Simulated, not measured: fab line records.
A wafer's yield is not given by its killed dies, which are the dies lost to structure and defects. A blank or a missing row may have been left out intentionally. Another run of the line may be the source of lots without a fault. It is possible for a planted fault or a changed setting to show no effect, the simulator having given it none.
The same fault as seen by 2 desks -- flow gf180mcu -- each desk has only its own numbers; what lay behind them comes last

METROLOGY DESK
What the gauges read, lot by lot, whatever tool the lot ran on: means of the sampled wafers that have a number. A lot is out of limits, marked OUT, if its mean lies more than 4 standard deviations from the usual mean; the brackets give that distance.
Columns: A = cd-nm at GF_V2_CD_MEAS_14, usual 259.7 nm; B = V2_OVL at GF_V2_OVL_MEAS_15, usual 0 nm; C = V2_W_RS at GF_V2_RS_MEAS_24, usual 0.314 ohm/sq; D = V2_W_THK at GF_V2_THK_MEAS_25, usual 378 nm
lot,first seen here,A,B,C,D
L994,day 21 15:47,259.3,-4,0.316,385
L996,day 22 03:17,260.4,0,0.311,382
L995,day 22 06:58,260.8,-7,0.313,380
L107,day 25 22:55,259.4,0,0.319,373
L108,day 26 07:45,258.0,-11,0.313,381
L114,day 28 00:51,258.5,2,0.315,372
Finding of this desk: none of the 6 lots has anything out of limits.

AT THE TOOL OWNER'S DESK: cmp-02
The tool's own readings at GF_V2_CMP_26 (polishes, stops on SiO2, t overpolish 15 s, target thk 0 nm): means of the sampled wafers that have a number, for each lot that ran on this tool. A lot is out of limits, marked OUT, if its mean lies more than 4 standard deviations from the usual mean; the brackets give that distance.
Columns: A = edge-zone-pressure-frac at GF_V2_CMP_26, usual 1.001; B = head-pressure-psi at GF_V2_CMP_26, usual 3.500 psi; C = motor-current-A at GF_V2_CMP_26, usual 11.4 A; D = overpolish-run-s at GF_V2_CMP_26, usual 15.000 s; E = time-to-endpoint-s at GF_V2_CMP_26, usual 89 s
lot,first seen here,A,B,C,D,E
L994,day 21 17:01,1.001,3.497,11.4,15.004,93
L108,day 26 08:59,1.001,3.509,11.2,15.001,89
L114,day 28 02:11,0.996,3.500,12.0,14.994,92
Finding of this desk: none of the 3 lots has anything out of limits.

TAKEN TOGETHER
At the metrology desk, nothing out of limits was observed.
Nothing out of limits was seen by the tool owner's desk.

WHAT THE SIMULATOR PUT IN
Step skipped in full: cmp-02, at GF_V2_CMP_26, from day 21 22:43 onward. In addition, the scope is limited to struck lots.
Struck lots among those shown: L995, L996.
